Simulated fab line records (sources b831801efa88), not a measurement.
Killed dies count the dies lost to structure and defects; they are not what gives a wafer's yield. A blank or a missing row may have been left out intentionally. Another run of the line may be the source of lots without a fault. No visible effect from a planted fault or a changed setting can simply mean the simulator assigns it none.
fab line records | flow gf180mcu
record lots=13 wafers=39 last-day=34
route steps=602 shown LVPWELL@58 HV_LDD@208 NSD@242 SAB@273
lots that met no fault: taken from a fault-free run of the same line
start-h: start of the lot's first displayed wafer, in hours after the record's first day | wait-h: time in hours since the lot's previous step | " unchanged from the row above | L1.1+2: a row that stands for several wafers | - either no value or no given start | * or withheld: withheld | < > ~ a bound
route shown NAME@n: NAME is a module with steps in the file, n the number in the route of the first one | usual: average and standard deviation across the fault-free wafers | same: alike in all rows | chamber/n: place in a boat | sites: readings site by site | _std_site: standard deviation across them | _edge_site: inner sites' mean taken away from outer sites' mean | radius-mm: for every site, how far away it sits from the centre of the wafer | mask NAME#n: copy n | behind: the tool/chamber that last shaped the wafer | hold: why the lot went on hold/how many hours it stayed there/how the hold came to an end | device: transistor that didn't switch, given as n, p or np | end of line: the tests these same wafers got at the end of their route | a step without rows: its recipe alone | killed: count of dies lost to structure and defects at first sort (not the wafer's yield) | map: the dies of a wafer, with x for killed, . for not killed, _ for no die there
set.NAME: the setting that was run; set.NAME@STEP: the one run at that earlier step | model.NAME: the simulator's own value behind a step, which no gauge read
one table for each step of the route and one row for each wafer, over a sample of lots
services: the hour from which a tool's chamber was out of use, counted from the record's first day as start-h (under 0 if before that day), plus the number of hours and why
## steps
# step GF_LVPWELL_EXPOSE_04
# recipe mask-id=LVPWELL target-cd-nm=600 na=0.6 source-shape=conventional sigma-outer=0.6 dose-mj=260
# same na=0.6 sigma-outer=0.6
# columns lot.wafer tool chamber start-h wait-h mask
L408.1+2+4 iline-stepper-01 0 62.45 - LVPWELL#0
L409.2+3+4 iline-stepper-01 0 67.64 - LVPWELL#0
L410.1+2+4 iline-stepper-01 0 73.63 - LVPWELL#0
L411.1+3+5 iline-stepper-01 0 77.83 - LVPWELL#0
L412.1+2+3 iline-stepper-01 0 83.52 - LVPWELL#0
L413.2+4+5 iline-stepper-01 0 90.14 - LVPWELL_R1#0
L424.1+3+5 iline-stepper-01 0 152.96 - LVPWELL#0
L425.2+5+6 iline-stepper-02 0 157.06 - LVPWELL#0
L426.1+4+6 iline-stepper-01 0 163.83 - LVPWELL#0
L427.2+3+5 iline-stepper-01 0 167.99 - LVPWELL#0
L428.2+3+6 iline-stepper-01 0 173.39 - LVPWELL#0
L429.4+5+6 iline-stepper-01 0 180.52 - LVPWELL#0
L431.1+2+5 iline-stepper-01 0 194.98 - LVPWELL#0
# step GF_HV_LDD_OVL_MEAS_32
# usual HV_LDD_02_OVL=0.5/1.2
# columns lot.wafer tool chamber start-h wait-h HV_LDD_02_OVL[nm]
L408.1 overlay-01 - 247.03 0.1 0.7
L408.2 " - " " 0.3
L408.4 " - " " -0.3
L409.2 overlay-02 - 257.34 0.1 1.1
L409.3 " - " " -0.2
L409.4 " - " " -0.7
L410.1 overlay-02 - 266.57 0.1 1.5
L410.2 " - " " 0.2
L410.4 " - " " 2.1
L411.1 overlay-01 - 274.18 0.1 0.8
L411.3 " - " " -0.1
L411.5 " - " " 0.1
L412.1 overlay-02 - 280.93 0.1 1.0
L412.2 " - " " 2.2
L412.3 " - " " 1.3
L413.2 overlay-01 - 294.04 0.1 -0.5
L413.4 " - " " 1.9
L413.5 " - " " 1.9
L424.1 overlay-01 - 382.78 0.1 2.8
L424.3 " - " " -0.4
L424.5 " - " " 1.7
L425.2 overlay-01 - 394.13 0.1 -0.1
L425.5 " - " " -1.5
L425.6 " - " " -0.4
L426.1 overlay-02 - 399.43 0.1 0.0
L426.4 " - " " -1.4
L426.6 " - " " 0.2
L427.2 overlay-02 - 404.24 0.1 0.0
L427.3 " - " " -1.1
L427.5 " - " " -0.2
L428.2 overlay-02 - 411.93 0.1 -0.9
L428.3 " - " " 0.2
L428.6 " - " " -1.5
L429.4 overlay-01 - 420.35 0.1 0.1
L429.5 " - " " 2.3
L429.6 " - " " 0.2
L431.1 overlay-02 - 439.48 0.1 -0.3
L431.2 " - " " 0.9
L431.5 " - " " 1.1
# step GF_NSD_CD_MEAS_07
# recipe target-cd-nm=400
# usual cd-nm=399.6/2.3
# columns lot.wafer tool chamber start-h wait-h cd-nm
L408.1 cd-sem-02 - 290.91 0.1 396.5
L408.2 " - " " 397.9
L408.4 " - " " 397.8
L409.2 cd-sem-01 - 300.18 0.1 398.7
L409.3 " - " " 397.3
L409.4 " - " " 398.3
L410.1 cd-sem-02 - 310.11 0.1 395.3
L410.2 " - " " 395.3
L410.4 " - " " 396.3
L411.1 cd-sem-02 - 317.47 0.1 400.2
L411.3 " - " " 399.5
L411.5 " - " " 397.1
L412.1 cd-sem-02 - 325.92 0.1 402.1
L412.2 " - " " 401.4
L412.3 " - " " 401.5
L413.2 cd-sem-01 - 338.58 0.1 401.9
L413.4 " - " " 399.2
L413.5 " - " " 399.6
L424.1 cd-sem-02 - 432.61 0.1 398.9
L424.3 " - " " 398.3
L424.5 " - " " 398.3
L425.2 cd-sem-01 - 445.88 0.1 401.2
L425.5 " - " " 399.8
L425.6 " - " " 401.1
L426.1 cd-sem-01 - 450.96 0.1 400.7
L426.4 " - " " 400.6
L426.6 " - " " 398.9
L427.2 cd-sem-02 - 455.43 0.1 400.2
L427.3 " - " " 399.6
L427.5 " - " " 400.9
L428.2 cd-sem-01 - 464.33 0.1 399.1
L428.3 " - " " 398.6
L428.6 " - " " 400.9
L429.4 cd-sem-02 - 473.17 0.1 398.4
L429.5 " - " " 399.7
L429.6 " - " " 399.4
L431.1 cd-sem-02 - 491.46 0.1 397.4
L431.2 " - " " 397.4
L431.5 " - " " 396.2
# step GF_SAB_CD_MEAS_09
# recipe target-cd-nm=420
# usual cd-nm=420.4/2.1
# columns lot.wafer tool chamber start-h wait-h cd-nm
L408.1 cd-sem-02 - 332.58 0.1 417.5
L408.2 " - " " 418.7
L408.4 " - " " 418.1
L409.2 cd-sem-01 - 343.02 0.1 423.4
L409.3 " - " " 423.1
L409.4 " - " " 421.3
L410.1 cd-sem-01 - 353.15 0.1 416.0
L410.2 " - " " 416.6
L410.4 " - " " 417.5
L411.1 cd-sem-02 - 361.02 0.1 424.5
L411.3 " - " " 422.4
L411.5 " - " " 422.3
L412.1 cd-sem-01 - 370.95 0.1 418.4
L412.2 " - " " 419.3
L412.3 " - " " 418.9
L413.2 cd-sem-02 - 384.14 0.1 418.9
L413.4 " - " " 417.9
L413.5 " - " " 419.4
L424.1 cd-sem-01 - 481.85 0.1 421.3
L424.3 " - " " 421.0
L424.5 " - " " 422.0
L425.2 cd-sem-01 - 495.02 0.1 420.9
L425.5 " - " " 422.4
L425.6 " - " " 419.8
L426.1 cd-sem-02 - 500.66 0.1 421.1
L426.4 " - " " 419.9
L426.6 " - " " 422.4
L427.2 cd-sem-02 - 504.13 0.1 421.7
L427.3 " - " " 419.4
L427.5 " - " " 419.2
L428.2 cd-sem-02 - 513.07 0.1 419.6
L428.3 " - " " 422.8
L428.6 " - " " 418.9
L429.4 cd-sem-02 - 522.02 0.1 419.5
L429.5 " - " " 419.5
L429.6 " - " " 418.5
L431.1 cd-sem-01 - 539.01 0.1 417.1
L431.2 " - " " 420.1
L431.5 " - " " 420.2
## services
# columns tool chamber start-h hours kind
iline-stepper-02 - 55.80 16.3 repair
iline-stepper-02 - 72.12 1.7 pm
iline-stepper-02 - 73.78 8.9 pm
iline-stepper-01 0 126.86 - calibration
iline-stepper-01 - 139.10 7.8 repair
iline-stepper-02 0 164.08 - calibration
iline-stepper-02 - 167.13 5.4 repair
## key
first-sign step=GF_LVPWELL_EXPOSE_04 reading=mask direction=changed
effect none on later readings
met-at GF_LVPWELL_EXPOSE_04
struck-lots L413
sort-left-out L413.2,L413.4,L413.5
tester-left-out L413
not-acting-at GF_HV_LDD_OVL_MEAS_32,GF_NSD_CD_MEAS_07,GF_SAB_CD_MEAS_09
onset-between 83.52 90.14
fault kind=wrong-mask tool=any chamber=- onset-h=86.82 steps=GF_LVPWELL_EXPOSE_04 aux-copy=LVPWELL_R1#0 cd-offset-nm=-120 scope=struck-lots-only
# tester-left-out: of these lots the tester's yield and bins aren't shown, on N5 and GAA mostly nor the transistor test; their killed dies are dies lost to structure and defects alone, not to doping, threshold or leakage, so they don't give the yield
# sort-left-out: the simulated sort isn't trusted on such a fault, so these wafers' sort isn't shown, and their yield isn't known
